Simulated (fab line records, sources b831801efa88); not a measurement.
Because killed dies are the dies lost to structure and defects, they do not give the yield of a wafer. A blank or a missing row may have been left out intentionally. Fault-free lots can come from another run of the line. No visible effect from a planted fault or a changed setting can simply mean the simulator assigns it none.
fab line records	flow sfq_line
[record] lots = 6	wafers = 17	last_day = 91
route steps=325 shown I4@167 JJ@178 M5@198 M8@325
lots that met no fault: taken from a fault-free run of the same line
start_h: hours from the record's first day to the start of the lot's first wafer shown	wait_h: hours elapsed since this lot's preceding step	" as in the row above	L1.1+2: a row that stands for several wafers	- no value, or no start given	* or withheld: withheld	< > ~ a bound
route shown NAME@n: names a module that has steps shown in the file, with the first one's number in the route	usual: the fault-free wafers' mean and standard deviation	same: alike in all rows	chamber/n: place in a boat	sites: readings site by site	_std_site: the standard deviation of these	_edge_site: outer sites' mean less inner sites'	radius_mm: for every site, how far away it sits from the centre of the wafer	mask NAME#n: copy n	behind: the tool/chamber that last shaped the wafer	hold: cause of the lot's hold/its duration in hours/its outcome	device: transistor that didn't switch, given as n, p or np	end of line: the route-end tests of the same wafers	step lacking rows: just its recipe	killed: not the wafer's yield, but the dies lost to structure and defects at the first sort	map: shows each die of a wafer: x if killed, . if not, _ if none is there
set.NAME: the run value of the setting; set.NAME@STEP: its run value at that earlier step	model.NAME: the simulator's own value behind a step, which no gauge read
certain route steps with their lots: each step a table, each wafer a row
services: when a tool's chamber went out of use (start_h, in hours from the record's first day, below 0 if earlier), for how many hours, and the reason
[[steps]]
[step SFQ_TRILAYER_I4_VIA_LITHO_COAT_108]
[recipe] resist = BARC	spin_rpm = 3000	resist_thk_nm = 62
[step SFQ_TRILAYER_I4_VIA_LITHO_COAT_103]
[recipe] resist = KrF	spin_rpm = 3000	resist_thk_nm = 650
[step SFQ_TRILAYER_I4_VIA_LITHO_SOFTBAKE_107]
[recipe] temp_c = withheld	time_s = withheld	resist = KrF
[step SFQ_TRILAYER_I4_VIA_LITHO_EXPOSE_104]
[recipe] mask_id = I4	na = 0.6	source_shape = conventional	sigma_outer = 0.65	target_cd_nm = 700	dose_mj = 21.3
[step SFQ_TRILAYER_I4_VIA_LITHO_PEB_106]
[recipe] peb_temp_c = 115	peb_time_s = 60	resist = KrF
[step SFQ_TRILAYER_I4_VIA_LITHO_DEVELOP_105]
[recipe] time_s = 60	resist = KrF
[step SFQ_I4_OVL_MEAS_928]
[usual] I4_OVL = 4/4.9
lot.wafer	tool	chamber	start_h	wait_h	I4_OVL[nm]
L770.3	overlay-02	-	1137.53	0.1	2
L770.4	"	-	"	"	3
L770.5	"	-	"	"	2
L772.2	overlay-01	-	1181.93	0.1	3
L772.5	"	-	"	"	0
L772.6	"	-	"	"	10
L775.1	overlay-01	-	1213.87	0.1	2
L775.5	"	-	"	"	10
L775.6	"	-	"	"	11
L783.3	overlay-01	-	1295.43	0.1	6
L783.4	"	-	"	"	7
L783.6	"	-	"	"	6
L785.3	overlay-01	-	1297.83	0.1	4
L785.4	"	-	"	"	8
L786.1	overlay-02	-	1302.17	0.1	2
L786.2	"	-	"	"	0
L786.3	"	-	"	"	-4
[step SFQ_TRILAYER_I4_VIA_BARC_OPEN_VIA_ETCH_146]
[recipe] mask_material = PR	chemistry = O2	target_depth_nm = 125	target = BARC	source_w = 500	bias_w = 80	pressure_mtorr = 30	time_s = 41.7
[step SFQ_TRILAYER_I4_VIA_ETCH_VIA_ETCH_106]
[recipe] target = SiO2	stop_on = Nb	mask_material = PR	taper_deg = 20	chemistry = CHF3	target_depth_nm = 260	source_w = 500	bias_w = 80	pressure_mtorr = 30	time_s = withheld
[usual] drypump_motor_current_A = 5.8/0.37	oes_product_au = 0.853/0.0053
lot.wafer	tool	chamber	start_h	wait_h	drypump_motor_current_A	oes_product_au
L770.3	rie_diel-04	0	1137.60	0.0	5.0	0.858
L770.4	"	3	"	"	6.3	0.857
L770.5	"	3	"	"	6.3	0.857
L772.2	rie_diel-03	2	1182.00	0.0	5.7	0.858
L772.5	"	0	"	"	6.2	0.850
L772.6	"	3	"	"	5.0	0.861
L775.1	rie_diel-02	1	1213.95	0.0	6.2	0.861
L775.5	"	3	"	"	5.9	0.850
L775.6	"	0	"	"	5.5	0.843
L783.3	rie_diel-02	2	1295.49	0.0	5.8	0.854
L783.4	"	2	"	"	5.8	0.855
L783.6	"	3	"	"	5.8	0.853
L785.3	rie_diel-04	0	1297.89	0.0	5.0	0.852
L785.4	"	3	"	"	6.3	0.847
L786.1	rie_diel-04	1	1302.24	0.0	5.6	0.847
L786.2	"	3	"	"	6.3	0.865
L786.3	"	0	"	"	5.0	0.858
[step SFQ_TRILAYER_I4_VIA_STRIP_STRIP_107]
[recipe] gas = O2	power_w = 200	platen_temp_c = 40	overash_fraction = 0.65	chemistry = O2	pressure_mtorr = 50
[usual] drypump_motor_current_A = 5.7/0.63	oes_product_au = 1.000/0.012
lot.wafer	tool	chamber	start_h	wait_h	drypump_motor_current_A	oes_product_au	rf_hours_counter_h
L770.3	rie_metal-03	1	1137.91	-	6.5	1.013	-
L770.4	"	0	"	"	5.0	0.984	-
L770.5	"	1	"	"	6.5	1.010	-
L772.2	rie_metal-03	0	1182.11	-	5.1	0.995	12
L772.5	"	1	"	"	6.5	1.016	-
L772.6	"	0	"	"	5.0	0.989	-
L775.1	rie_metal-03	1	1214.06	-	6.5	0.990	40
L775.5	"	0	"	"	5.0	0.977	-
L775.6	"	1	"	"	6.5	0.997	-
L783.3	rie_metal-01	1	1295.80	-	5.6	1.011	-
L783.4	"	0	"	"	5.0	0.994	-
L783.6	"	0	"	"	5.0	0.983	-
L785.3	rie_metal-03	0	1298.27	-	5.1	0.982	-
L785.4	"	1	"	"	6.5	1.012	-
L786.1	rie_metal-02	1	1302.35	-	5.8	1.030	42
L786.2	"	0	"	"	6.3	0.995	30
L786.3	"	0	"	"	6.3	0.986	-
[step SFQ_TRILAYER_I4_VIA_STRIP_SOLV_CLEAN_108]
[recipe] chemistry = NMP	temp_c = 70	time_s = 600
[step SFQ_TRILAYER_JJ_TRILAYER_DEP_PRE_CLEAN_113]
[recipe] gas = Ar	time_s = 22.5	bias_v = 250
[step SFQ_TRILAYER_JJ_TRILAYER_DEP_SPUTTER_109]
[recipe] material = Nb	base_pressure_pa = 1.33e-06	chamber_pressure_pa = 0.1333	substrate_temp_c = 20	target_thk_nm = 150	power_w = 2000	time_s = 100
[usual] throttle_valve_pct = 30.0/0.75
lot.wafer	tool	chamber	start_h	wait_h	throttle_valve_pct	model.Nb_of_TRILAYER_JJ_TRILAYER_DEP_SPUTTER_109.thk_nm
L770.3	pvd_sputter-03	-	1138.51	0.0	29.5	151.3
L770.4	"	-	"	"	31.8	149.5
L770.5	"	-	"	"	30.0	151.1
L772.2	pvd_sputter-04	-	1182.91	0.0	29.3	146.8
L772.5	"	-	"	"	30.0	148.4
L772.6	"	-	"	"	29.2	147.2
L775.1	pvd_sputter-06	-	1214.88	0.0	30.0	149.4
L775.5	"	-	"	"	29.4	147.8
L775.6	"	-	"	"	30.4	152.7
L783.3	pvd_sputter-03	-	1296.41	0.0	30.7	150.3
L783.4	"	-	"	"	30.0	148.1
L783.6	"	-	"	"	29.9	149.9
L785.3	pvd_sputter-04	-	1299.01	0.0	30.0	204.5
L785.4	"	-	"	"	29.7	148.9
L786.1	pvd_sputter-04	-	1303.16	0.0	30.0	151.4
L786.2	"	-	"	"	29.3	204.9
L786.3	"	-	"	"	29.5	205.9
[step SFQ_TRILAYER_JJ_TRILAYER_DEP_SPUTTER_110]
[recipe] material = Al	base_pressure_pa = 1.33e-06	target_thk_nm = 8	power_w = 500	time_s = 10	chamber_pressure_pa = 0.4
[usual] throttle_valve_pct = 30.0/0.74
[same] time_s = 10
lot.wafer	tool	chamber	start_h	wait_h	throttle_valve_pct
L770.3	pvd_sputter-03	-	1138.59	0.0	30.2
L770.4	"	-	"	"	31.5
L770.5	"	-	"	"	29.8
L772.2	pvd_sputter-04	-	1182.99	0.0	29.1
L772.5	"	-	"	"	30.0
L772.6	"	-	"	"	29.2
L775.1	pvd_sputter-06	-	1214.95	0.0	29.9
L775.5	"	-	"	"	29.4
L775.6	"	-	"	"	30.3
L783.3	pvd_sputter-03	-	1296.48	0.0	30.8
L783.4	"	-	"	"	29.9
L783.6	"	-	"	"	30.1
L785.3	pvd_sputter-04	-	1299.08	0.0	30.1
L785.4	"	-	"	"	29.8
L786.1	pvd_sputter-04	-	1303.23	0.0	29.8
L786.2	"	-	"	"	29.3
L786.3	"	-	"	"	29.6
[step SFQ_TRILAYER_JJ_TRILAYER_DEP_AL_OXIDATION_111]
[recipe] pressure_mbar = 0.014667	oxidation_time_s = 600	temperature_k = 293
[step SFQ_TRILAYER_JJ_TRILAYER_DEP_SPUTTER_112]
[recipe] material = Nb	base_pressure_pa = 1.33e-06	chamber_pressure_pa = 0.1333	substrate_temp_c = 20	target_thk_nm = 170	power_w = 2000	time_s = 113.3
[step SFQ_JJ_RS_MEAS_929]
[recipe] thk_meas_gauge = four-point-probe	reads = Nb_of_TRILAYER_JJ_TRILAYER_DEP_SPUTTER_112
[usual] JJ_NB_RS = 1.044/0.013
lot.wafer	tool	chamber	start_h	wait_h	JJ_NB_RS[ohm/sq]
L770.3	film_metro-01	-	1139.73	0.1	1.052
L770.4	"	-	"	"	1.049
L770.5	"	-	"	"	1.056
L772.2	film_metro-02	-	1184.11	0.1	1.037
L772.5	"	-	"	"	1.058
L772.6	"	-	"	"	1.041
L775.1	film_metro-01	-	1216.05	0.0	1.048
L775.5	"	-	"	"	1.037
L775.6	"	-	"	"	1.022
L783.3	film_metro-02	-	1297.62	0.1	1.066
L783.4	"	-	"	"	1.054
L783.6	"	-	"	"	1.062
L785.3	film_metro-02	-	1300.22	0.1	1.060
L785.4	"	-	"	"	1.037
L786.1	film_metro-02	-	1304.33	0.0	1.055
L786.2	"	-	"	"	1.022
L786.3	"	-	"	"	1.040
[step SFQ_TRILAYER_JJ_CE_LITHO_COAT_119]
[recipe] resist = BARC	spin_rpm = 3000	resist_thk_nm = 62
[step SFQ_TRILAYER_JJ_CE_LITHO_COAT_114]
[recipe] resist = KrF	spin_rpm = 3000	resist_thk_nm = 600
[step SFQ_TRILAYER_JJ_CE_LITHO_SOFTBAKE_118]
[recipe] temp_c = withheld	time_s = withheld	resist = KrF
[step SFQ_TRILAYER_JJ_CE_LITHO_EXPOSE_115]
[recipe] mask_id = J5	na = 0.6	source_shape = conventional	sigma_outer = 0.65	target_cd_nm = 700	dose_mj = 14.4
[step SFQ_TRILAYER_JJ_CE_LITHO_PEB_117]
[recipe] peb_temp_c = 115	peb_time_s = 60	resist = KrF
[step SFQ_TRILAYER_JJ_CE_LITHO_DEVELOP_116]
[recipe] time_s = 60	resist = KrF
[step SFQ_JJ_OVL_MEAS_931]
[usual] J5_OVL = -5/5.8
lot.wafer	tool	chamber	start_h	wait_h	J5_OVL[nm]
L770.3	overlay-02	-	1284.93	0.1	-4
L770.4	"	-	"	"	5
L770.5	"	-	"	"	-5
L772.2	overlay-02	-	1319.60	0.1	-7
L772.5	"	-	"	"	-4
L772.6	"	-	"	"	-6
L775.1	overlay-02	-	1348.39	0.1	-13
L775.5	"	-	"	"	-9
L775.6	"	-	"	"	-8
L783.3	overlay-02	-	1399.67	0.1	2
L783.4	"	-	"	"	1
L783.6	"	-	"	"	5
L785.3	overlay-02	-	1402.07	0.1	-7
L785.4	"	-	"	"	-6
L786.1	overlay-02	-	1403.26	0.1	1
L786.2	"	-	"	"	4
L786.3	"	-	"	"	1
[step SFQ_TRILAYER_JJ_CE_METRO_MEASURE_117]
[step SFQ_TRILAYER_JJ_CE_BARC_OPEN_RIE_150]
[recipe] mask_material = PR	chemistry = O2	target_depth_nm = 240	target = BARC	icp_w = 600	bias_w = 80	pressure_mtorr = 10	time_s = 80
[usual] drypump_motor_current_A = 5.9/0.39	oes_product_au = 0.537/0.0047
[same] time_s = 80
lot.wafer	tool	chamber	start_h	wait_h	drypump_motor_current_A	oes_product_au	rf_hours_counter_h
L770.3	rie_metal-02	1	1286.21	0.7	5.9	0.537	-
L770.4	"	1	"	"	5.9	0.539	-
L770.5	"	1	"	"	5.9	0.536	-
L772.2	rie_metal-04	1	1320.83	0.8	5.7	0.541	65
L772.5	"	1	"	"	5.7	0.529	-
L772.6	"	0	"	"	6.2	0.536	-
L775.1	rie_metal-04	1	1349.63	1.0	5.7	0.537	70
L775.5	"	1	"	"	5.7	0.534	-
L775.6	"	1	"	"	5.7	0.532	-
L783.3	rie_metal-04	0	1400.93	0.6	6.2	0.535	-
L783.4	"	1	"	"	5.7	0.537	-
L783.6	"	0	"	"	6.2	0.547	-
L785.3	rie_metal-01	0	1403.36	0.7	5.0	0.537	-
L785.4	"	0	"	"	5.0	0.543	-
L786.1	rie_metal-01	0	1404.50	1.0	5.0	0.539	95
L786.2	"	1	"	"	5.6	0.534	29
L786.3	"	0	"	"	5.0	0.539	-
[step SFQ_TRILAYER_JJ_CE_ETCH_RIE_118]
[recipe] target = Nb	stop_on = Al2O3	mask_material = PR	taper_deg = 13.257	over_etch_frac = 0.15	time_s = 97.7	chemistry = SF6	target_depth_nm = 170	icp_w = 600	bias_w = 80	pressure_mtorr = 10
[step SFQ_TRILAYER_JJ_ANODIZE_ANODIZE_119]
[recipe] current_density_ma_cm2 = withheld	end_current_density_ma_cm2 = withheld	bath_temp_c = withheld
[step SFQ_TRILAYER_JJ_CE_STRIP_STRIP_120]
[recipe] gas = O2	power_w = 200	platen_temp_c = 40	overash_fraction = 0.65	chemistry = O2	pressure_mtorr = 50
[step SFQ_TRILAYER_JJ_CE_STRIP_SOLV_CLEAN_121]
[recipe] chemistry = NMP	temp_c = 70	time_s = 600
[step SFQ_TRILAYER_M5_LITHO_COAT_128]
[recipe] resist = BARC	spin_rpm = 3000	resist_thk_nm = 62
[step SFQ_TRILAYER_M5_LITHO_COAT_123]
[recipe] resist = KrF	spin_rpm = 3000	resist_thk_nm = 600
[step SFQ_TRILAYER_M5_LITHO_SOFTBAKE_127]
[recipe] temp_c = withheld	time_s = withheld	resist = KrF
[step SFQ_TRILAYER_M5_LITHO_EXPOSE_124]
[recipe] mask_id = M5	na = 0.6	source_shape = conventional	sigma_outer = 0.65	target_cd_nm = 700	dose_mj = 14.4
[step SFQ_TRILAYER_M5_LITHO_PEB_126]
[recipe] peb_temp_c = 115	peb_time_s = 60	resist = KrF
[step SFQ_TRILAYER_M5_LITHO_DEVELOP_125]
[recipe] time_s = 60	resist = KrF
[step SFQ_M5_OVL_MEAS_932]
[usual] M5_OVL = -1/3.9
lot.wafer	tool	chamber	start_h	wait_h	M5_OVL[nm]
L770.3	overlay-01	-	1392.47	0.1	1
L770.4	"	-	"	"	-5
L770.5	"	-	"	"	1
L772.2	overlay-01	-	1423.89	0.1	-9
L772.5	"	-	"	"	-2
L772.6	"	-	"	"	-1
L775.1	overlay-02	-	1461.57	0.1	-4
L775.5	"	-	"	"	-3
L775.6	"	-	"	"	1
L783.3	overlay-02	-	1522.26	0.1	0
L783.4	"	-	"	"	-1
L783.6	"	-	"	"	1
L785.3	overlay-01	-	1525.86	0.1	1
L785.4	"	-	"	"	-1
L786.1	overlay-01	-	1528.25	0.1	-2
L786.2	"	-	"	"	-4
L786.3	"	-	"	"	-2
[step SFQ_TRILAYER_M5_BARC_OPEN_METAL_ETCH_161]
[recipe] mask_material = PR	chemistry = O2	target_depth_nm = 125	target = BARC	icp_w = 600	bias_w = 80	pressure_mtorr = 10	time_s = 41.7
[usual] drypump_motor_current_A = 5.9/0.51	oes_product_au = 0.685/0.0049
[same] time_s = 41.7
lot.wafer	tool	chamber	start_h	wait_h	drypump_motor_current_A	oes_product_au	rf_hours_counter_h
L770.3	rie_metal-02	0	1392.52	0.0	6.3	0.683	-
L770.4	"	1	"	"	5.9	0.692	-
L770.5	"	0	"	"	6.3	0.689	-
L772.2	rie_metal-03	1	1423.92	0.0	6.5	0.681	74
L772.5	"	1	"	"	6.5	0.692	-
L772.6	"	0	"	"	5.1	0.691	-
L775.1	rie_metal-02	1	1461.61	0.0	5.9	0.696	62
L775.5	"	1	"	"	5.9	0.680	-
L775.6	"	0	"	"	6.3	0.692	-
L783.3	rie_metal-02	0	1522.33	0.1	6.3	0.681	-
L783.4	"	0	"	"	6.3	0.681	-
L783.6	"	0	"	"	6.3	0.688	-
L785.3	rie_metal-04	0	1525.91	0.0	6.2	0.679	-
L785.4	"	1	"	"	5.7	0.695	-
L786.1	rie_metal-03	0	1528.29	0.0	5.1	0.691	61
L786.2	"	1	"	"	6.5	0.681	88
L786.3	"	1	"	"	6.5	0.690	-
[step SFQ_TRILAYER_M5_ETCH_METAL_ETCH_126]
[recipe] target = Nb	stop_on = SiO2	mask_material = PR	over_etch_frac = 0.15	time_s = 203.2	chemistry = Cl2/BCl3	target_depth_nm = 265	icp_w = 600	bias_w = 80	pressure_mtorr = 10
[usual] drypump_motor_current_A = 5.9/0.51	oes_product_au = 0.728/0.0061
[same] time_s = 203.2
lot.wafer	tool	chamber	start_h	wait_h	drypump_motor_current_A	oes_product_au	rf_hours_counter_h	model.etch.depth_nm	model.M5.feature_depth_nm
L770.3	rie_metal-02	0	1392.62	0.1	6.3	0.729	-	151.3	163.6
L770.4	"	1	"	"	5.9	0.729	-	149.5	162
L770.5	"	0	"	"	6.3	0.723	-	151.1	163.4
L772.2	rie_metal-03	1	1423.98	0.0	6.5	0.721	74	146.8	159.3
L772.5	"	1	"	"	6.5	0.727	-	148.4	161
L772.6	"	0	"	"	5.0	0.730	-	147.2	159.2
L775.1	rie_metal-02	1	1461.67	0.0	5.8	0.729	62	149.4	162.1
L775.5	"	1	"	"	5.9	0.720	-	147.8	160.4
L775.6	"	0	"	"	6.3	0.729	-	152.7	164.8
L783.3	rie_metal-02	0	1522.54	0.2	6.3	0.725	-	150.3	162.3
L783.4	"	0	"	"	6.3	0.726	-	148.1	160.1
L783.6	"	0	"	"	6.3	0.726	-	149.9	161.9
L785.3	rie_metal-04	0	1526.01	0.1	6.2	0.849	-	204.5	216.8
L785.4	"	1	"	"	5.7	0.720	-	148.9	161.6
L786.1	rie_metal-03	0	1528.35	0.0	5.0	0.739	61	151.4	163.5
L786.2	"	1	"	"	6.5	0.855	88	204.9	217.6
L786.3	"	1	"	"	6.5	0.863	-	205.9	218.6
[step SFQ_TRILAYER_M5_STRIP_STRIP_127]
[recipe] gas = O2	power_w = 200	platen_temp_c = 40	overash_fraction = 0.65	chemistry = O2	pressure_mtorr = 50
[step SFQ_TRILAYER_M5_STRIP_SOLV_CLEAN_128]
[recipe] chemistry = NMP	temp_c = 70	time_s = 600
[step SFQ_M8_BOW_MEAS_951]
[recipe] mode = bow
[usual] M8_BOW = 9/11
lot.wafer	tool	chamber	start_h	wait_h	M8_BOW[um]	model.etest.m5.ohm_um	model.etest.i4.link_ohm	model.etest.i5.link_ohm	model.etest.m5.ohm_sq
L770.3	film_metro-03	-	2046.88	0.0	-8	1.69	2.19	2.264	1.178
L770.4	"	-	"	"	11	1.7	2.173	2.271	1.193
L770.5	"	-	"	"	13	1.69	2.163	2.256	1.179
L772.2	film_metro-04	-	2051.66	0.0	3	1.733	2.192	2.292	1.214
L772.5	"	-	"	"	-1	1.721	2.181	2.269	1.201
L772.6	"	-	"	"	-13	1.713	2.19	2.284	1.211
L775.1	film_metro-03	-	2059.09	0.0	4	1.695	2.153	2.256	1.193
L775.5	"	-	"	"	5	1.713	2.183	2.284	1.206
L775.6	"	-	"	"	14	1.677	2.126	2.24	1.167
L783.3	film_metro-01	-	2171.34	0.0	31	1.699	2.152	2.243	1.186
L783.4	"	-	"	"	24	1.726	2.188	2.279	1.204
L783.6	"	-	"	"	26	1.704	2.158	2.274	1.189
L785.3	film_metro-03	-	2180.94	0.0	-12	1.248	1.819	1.948	0.8714
L785.4	"	-	"	"	6	1.709	2.161	2.315	1.197
L786.1	film_metro-01	-	2185.83	0.0	29	1.672	2.151	2.267	1.177
L786.2	"	-	"	"	20	1.244	1.828	1.932	0.8696
L786.3	"	-	"	"	25	1.239	1.809	1.972	0.8654
[[services]]
tool	chamber	start_h	hours	kind
rie_metal-02	0	1115.24	20.2	repair
pvd_sputter-03	-	1123.76	13.0	repair
rie_metal-04	-	1155.35	0.1	repair
pvd_sputter-04	-	1187.69	0.5	repair
rie_metal-04	-	1210.46	2.8	pm
rie_metal-04	0	1214.48	5.4	repair
rie_metal-03	-	1225.46	0.5	repair
rie_metal-02	-	1239.18	1.7	repair
rie_metal-03	-	1245.04	0.3	repair
pvd_sputter-04	-	1257.95	1.5	repair
rie_metal-03	0	1274.25	9.2	repair
rie_metal-02	0	1280.82	11.2	repair
rie_metal-04	-	1292.35	6.3	repair
rie_metal-03	-	1311.55	1.4	pm
pvd_sputter-04	-	1369.70	9.3	repair
rie_metal-04	-	1401.26	28.1	pm
pvd_sputter-04	-	1412.58	11.7	repair
pvd_sputter-04	-	1434.56	7.4	repair
rie_metal-02	-	1441.62	0.4	repair
rie_metal-02	-	1448.86	2.8	pm
rie_metal-04	1	1468.30	20.7	repair
pvd_sputter-03	-	1468.49	1.2	repair
rie_metal-02	-	1518.85	2.0	repair
rie_metal-02	1	1521.99	1.1	repair
[[key]]
[first_sign] step = SFQ_TRILAYER_M5_ETCH_METAL_ETCH_126	reading = oes_product_au	direction = up	sigmas = 21	usual = 0.728	struck = 0.856
effect none on later readings
[model_effect] step = SFQ_TRILAYER_JJ_TRILAYER_DEP_SPUTTER_109	value = Nb_of_TRILAYER_JJ_TRILAYER_DEP_SPUTTER_109.thk_nm	without = 149.5	struck = 205.1
[model_effect] step = SFQ_TRILAYER_M5_ETCH_METAL_ETCH_126	value = etch.depth_nm	without = 149.5	struck = 205.1
[model_effect] step = SFQ_M8_BOW_MEAS_951	value = etest.m5.ohm_um	without = 1.706	struck = 1.244
met_at SFQ_TRILAYER_JJ_TRILAYER_DEP_SPUTTER_109
struck_wafers L785.3,L786.2,L786.3
onset_between 1182.91 1299.01
[fault] kind = process_parameter_drift	tool = pvd_sputter-04	chamber = -	onset_h = 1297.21	steps = SFQ_TRILAYER_JJ_TRILAYER_DEP_SPUTTER_109	channel = target_thk_nm	offset = 55.614	shape = step	end_h = 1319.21	scope = struck_wafers_only	acts_in = these_recipes_only	stated = 150
